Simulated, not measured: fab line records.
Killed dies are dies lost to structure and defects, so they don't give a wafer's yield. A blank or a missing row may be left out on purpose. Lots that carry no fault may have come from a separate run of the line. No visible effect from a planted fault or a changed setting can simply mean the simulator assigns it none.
Struck lot and sound lot, side by side || flow sky130 || 43 steps out of a route of 708
Sound: wafers L121.1, L121.3, L121.4. Struck: wafer L134.3 (left out: L134.2, L134.6 of the same lot, which were not struck); the cause appears at the end.
At each step with rows: each side's tool, then ch and its chambers, then its first start. Under that, the readings that differ: sound wafers || struck wafers || difference of the means || sigmas: that difference in standard deviations of wafers without a fault.
alike: same words and numbers on both sides, and readings whose means sit less than 2 such deviations apart. not compared: any withheld reading, any reading some wafer has no value for, any bound like >300 that may hide the same value, and any number with overlapping values for which the record gives no deviation.
Wherever a step has rows on one side only, a row that says differs or no value, or a row with sigmas, the two part there. Numbers that have no deviation but don't overlap get no sigmas and don't part them. A reading that every wafer of one side lacks parts them only if that side has two wafers or more.

first, 5 steps without rows for these wafers: SKY_VIA3_ETCH_15 (etches SiO2 in C4F8/O2/Ar, stops on TiN, target depth 507 nm, time 78 s); SKY_VIA3_STRIP_16 (strips in O2/N2); SKY_VIA3_STRIP_17 (strips in post etch residue remover, time 1200 s); SKY_VIA3_CLEAN_18 (cleans in IPA, time 180 s); SKY_VIA3_CLEAN_19 (cleans in O3/DIW).
SKY_VIA3_SPUTTER_20: material TiN, target thk 20 nm, time 80 s.
  sound on pvd_sputter-03, day 41 10:31; struck on pvd_sputter-02, day 45 13:55
  alike: throttle_valve_pct
SKY_VIA3_CVD_21: deposits W, target thk 390 nm, time 117.31 s.
  sound on cvd_w-01 ch 0,1, day 41 10:35; struck on cvd_w-02 ch 0, day 45 13:58
  alike: heater_power_outer_w, heater_power_w
SKY_VIA3_RS_MEAS_22: the measuring method here is four-point-probe.
  sound on film_metro-03, day 41 10:42; struck on film_metro-02, day 45 14:07
  alike: VIA3_W_RS
SKY_VIA3_THK_MEAS_23: measures by xrf.
  sound on film_metro-03, day 41 10:49; struck on film_metro-02, day 45 14:13
  alike: VIA3_W_THK
then, 1 step without rows for these wafers: SKY_VIA3_CMP_24 (polishes, stops on SiO2, t overpolish 20 s, target thk 0 nm).
SKY_METAL4_SPUTTER_00: material Ti, target thk 15 nm, time 10 s.
  sound on pvd_sputter-04, day 41 11:11; struck on pvd_sputter-04, day 45 14:34
  alike: throttle_valve_pct
then, 1 step without rows for these wafers: SKY_METAL4_SPUTTER_01 (material TiN, target thk 20 nm, time 16.7 s).
SKY_METAL4_SPUTTER_02: material AlCu, target thk 735 nm, time 39.1 s.
  sound on pvd_sputter-04, day 41 11:14; struck on pvd_sputter-04, day 45 14:37
  alike: throttle_valve_pct
then, 1 step without rows for these wafers: SKY_METAL4_SPUTTER_03 (material Ti, target thk 5 nm, time 3.3 s).
SKY_METAL4_SPUTTER_04: material TiN, target thk 70 nm, time 58.3 s.
  sound on pvd_sputter-04, day 41 11:18; struck on pvd_sputter-04, day 45 14:41
  alike: throttle_valve_pct
then, 1 step without rows for these wafers: SKY_CAP2M_CVD_00 (deposits SiO2, target thk 15.5 nm).
SKY_CAP2M_THK_MEAS_01:
  sound on film_metro-01, day 41 11:22; struck on film_metro-02, day 45 14:46
  alike: CAP2M_CVD_00_THK
then, 1 step without rows for these wafers: SKY_CAP2M_SPUTTER_02 (material TiN, target thk 200 nm, time 166.7 s).
SKY_CAP2M_RS_MEAS_03: the measuring method here is four-point-probe.
  sound on film_metro-02, day 41 11:32; struck on film_metro-04, day 45 14:56
  alike: CAP2M_TIN_RS
SKY_CAP2M_THK_MEAS_04: measures by xrf.
  sound on film_metro-02, day 41 11:40; struck on film_metro-04, day 45 15:03
{"reading": "CAP2M_TIN_THK (nm)", "sound": "200 206 203", "struck": 195, "difference": -8, "sigmas": -2}
then, 7 steps without rows for these wafers: SKY_CAP2M_DEHYDRATE_05 (time 60 s); SKY_CAP2M_HMDS_06 (prime time 60 s); SKY_CAP2M_COAT_07 (resist thk 1140 nm); SKY_CAP2M_SOFTBAKE_08 (time 60 s); SKY_CAP2M_EXPOSE_09 (exposes mask CAP2M, target cd 1000 nm); SKY_CAP2M_PEB_10; SKY_CAP2M_DEVELOP_11 (develop time 60 s).
SKY_CAP2M_OVL_MEAS_12:
  sound on overlay-02, day 42 09:43; struck on overlay-01, day 46 11:07
  alike: CAP2M_OVL
then, 1 step without rows for these wafers: SKY_CAP2M_METAL_ETCH_13 (etches TiN in Cl2/BCl3, stops on SiO2, target depth 220 nm, time 62.9 s).
SKY_CAP2M_STRIP_14: strips in O2/N2.
  sound on plasma_asher-02 ch 0,1, day 42 09:55; struck on plasma_asher-01 ch 0, day 46 11:13
  alike: drypump_motor_current_A, n2_flow_sccm, oes_product_au, strip_time_to_endpoint_s
  not compared: rf_hours_counter_h
then, 11 steps without rows for these wafers: SKY_CAP2M_STRIP_15 (strips in post etch residue remover, time 1200 s); SKY_CAP2M_CLEAN_16 (cleans in IPA, time 180 s); SKY_CAP2M_CLEAN_17 (cleans in O3/DIW); SKY_METAL4_DEHYDRATE_05 (time 60 s); SKY_METAL4_HMDS_06 (prime time 60 s); SKY_METAL4_COAT_07 (resist thk 60 nm); SKY_METAL4_COAT_08 (resist thk 1140 nm); SKY_METAL4_SOFTBAKE_09 (time 90 s); SKY_METAL4_EXPOSE_10 (exposes mask MM4, target cd 300 nm); SKY_METAL4_PEB_11; SKY_METAL4_DEVELOP_12 (develop time 60 s).
SKY_METAL4_CD_MEAS_13: target cd 300 nm.
  sound on cd_sem-01, day 43 09:46; struck on cd_sem-02, day 47 07:32
  alike: cd_nm
-- the record jumps here: 3 days lie between the struck wafers' starts before and after (it left off in module METAL4 and takes up again in module PAD_OPEN, whose first step shown is number 708 of the route) --
SKY_PAD_OPEN_PROBE_99:
  sound on prober-02, day 47 04:02; struck on prober-01, day 50 12:50
{"reading": "defect_limited_yield (%)", "sound": "84.8 82.3 86.6", "struck": 68.5, "difference": -16.1, "sigmas": -8}
{"reading": "killed_at_M4_up", "sound": "1 4 0", "struck": 63, "difference": "+61", "sigmas": "+34"}
{"reading": "killed_dies", "sound": "75 87 66", "struck": 155, "difference": "+79", "sigmas": "+8"}
{"reading": "sort_bin_3_pad_short (%)", "sound": "0.6 1.2 1.0", "struck": 4.1, "difference": "+3.2", "sigmas": "+8"}
{"reading": "sort_bin_5_function (%)", "sound": "9.3 10.0 6.9", "struck": 19.7, "difference": "+11.0", "sigmas": "+8"}
{"reading": "sort_n_pass", "sound": "417 405 426", "struck": 337, "difference": -79, "sigmas": -8}
{"reading": "sort_yield_pct (%)", "sound": "84.8 82.3 86.6", "struck": 68.5, "difference": -16.1, "sigmas": -8}
{"reading": "model.etest.tester.sort_n_pass", "sound": "417 405 426", "struck": 337, "difference": -79, "sigmas": ""}
{"reading": "model.etest.tester.sort_yield_pct (%)", "sound": "84.76 82.32 86.59", "struck": 68.5, "difference": -16.1, "sigmas": ""}
{"reading": "model.etest.tester.sort_bin_5_pct (%)", "sound": "9.35 9.959 6.911", "struck": 19.72, "difference": "+10.98", "sigmas": ""}
{"reading": "model.etest.tester.sort_bin_3_pct (%)", "sound": "0.6098 1.22 1.016", "struck": 4.065, "difference": "+3.116", "sigmas": ""}
  alike: killed_at_M0_to_M3, killed_at_contacts, killed_at_front_end, killed_at_other, killed_open, killed_short, sort_bin_6_memory

== WHERE THEY PART ==
Last at SKY_PAD_OPEN_PROBE_99 as far as this record goes, first at SKY_CAP2M_THK_MEAS_04.

WHY: what had been put in by the simulator
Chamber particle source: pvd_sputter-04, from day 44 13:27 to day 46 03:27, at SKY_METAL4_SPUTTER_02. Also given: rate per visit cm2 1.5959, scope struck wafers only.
